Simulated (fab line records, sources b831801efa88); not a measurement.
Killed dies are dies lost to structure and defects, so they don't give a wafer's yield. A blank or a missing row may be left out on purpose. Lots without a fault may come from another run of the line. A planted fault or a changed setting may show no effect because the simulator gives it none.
Problem report in the 8D (eight disciplines) form, filled by code | flow sfq_line | the parts of the form that need people (team, actions taken, sign-off) are left out

1. THE PROBLEM
M1_NB_RS at SFQ_M1_RS_MEAS_909 reads a mean of 1.092 ohm/sq on 1 wafer of 1 lot; wafers without a fault read 0.895 ohm/sq with a standard deviation of 0.0094. That is +21 standard deviations from the usual mean.
The step: measures by four-point-probe.
First seen on wafer L896.4, day 22 17:10, on film_metro-03. The record holds 39 wafers of 13 lots with a number at this step. Rule for "out", or "out of limits": more than 4 standard deviations from the usual mean. The other wafers with a number count as sound.

2. WHAT IT IS AND WHAT IT IS NOT
question                    | is                | is not
which readings at this step | M1_NB_RS          | -
which lots                  | L896              | L884, L885, L886, L887, L888, L889, L890, L901, L903, L905, L906, L907
which wafers of those lots  | L896.4            | L896.1, L896.2
read on which gauges        | film_metro-03     | film_metro-01, film_metro-04
when                        | from day 22 17:10 | up to then (23 sound wafers); but 15 sound wafers of L901, L903, L905, L906, L907 came after

3. SUSPECTS, AND WHAT RULES EACH OUT
Counting: a tool at a process step up to the reading stays a suspect if it ran every lot that is out. Sound lots after the first of them don't rule it out here, since some wafers of a struck lot are sound.
- the gauge at SFQ_M1_RS_MEAS_909: ruled out. All the wafers that are out were read on film_metro-03, but those of them that SFQ_TRILAYER_M1_ETCH_METAL_ETCH_042 has rows for are out there too, on other tools.
- pvd_sputter-05 at SFQ_TRILAYER_M1_DEP_SPUTTER_037 (material Nb, target thk 200 nm, time 133.3 s): kept. It ran the lot that is out, L896 (day 22 17:05); its last sound lot up to then is L890 (day 20 19:35).
Left after counting: pvd_sputter-05 at SFQ_TRILAYER_M1_DEP_SPUTTER_037.

4. THE CAUSE (what the simulator had put in)
Process parameter drift: pvd_sputter-05, from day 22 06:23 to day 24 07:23, at SFQ_TRILAYER_M1_DEP_SPUTTER_037. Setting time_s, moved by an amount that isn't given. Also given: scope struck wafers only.
Counting left only this tool.

5. THE CHAIN OF EFFECTS, in route order
Each row: a reading whose mean over the struck wafers that have a number lies more than 3 standard deviations from the usual. Only readings for which the record gives a usual standard deviation are gone through. hours: the time from each lot's start at the first step in this table that gives one to its start at this step, as a median over the lots. sigmas: the change in usual standard deviations.
hours | step                                | reading        | usual        | on struck wafers | change | sigmas
0     | SFQ_M1_RS_MEAS_909                  | M1_NB_RS       | 0.895 ohm/sq | 1.092            | +0.197 | +21
142   | SFQ_TRILAYER_M1_ETCH_METAL_ETCH_042 | oes_product_au | 0.891 a.u.   | 0.798            | -0.093 | -13
The process steps in it:
- SFQ_TRILAYER_M1_ETCH_METAL_ETCH_042: etches Nb in Cl2/Ar, stops on SiO2, target depth 240 nm, time 120 s.
Later measuring or inspecting steps at which every struck wafer that the step has a row for has a number for every such reading, and none has moved that far: SFQ_M4_OVL_MEAS_926.

6. WHAT WOULD HAVE CAUGHT IT SOONER
In this record the first reading out of limits at a measuring or inspecting step was taken at day 22 17:10, 11 hours after the fault began at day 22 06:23.
Of the tool readings at SFQ_TRILAYER_M1_DEP_SPUTTER_037 for which the record gives a usual standard deviation, none was out on any struck wafer, so an alarm limit of 4 standard deviations on them would not have fired.
All the lots that are out (1) had begun SFQ_TRILAYER_M1_DEP_SPUTTER_037 on pvd_sputter-05 by day 22 17:10. A hold on the tool at that time would have spared none of them.
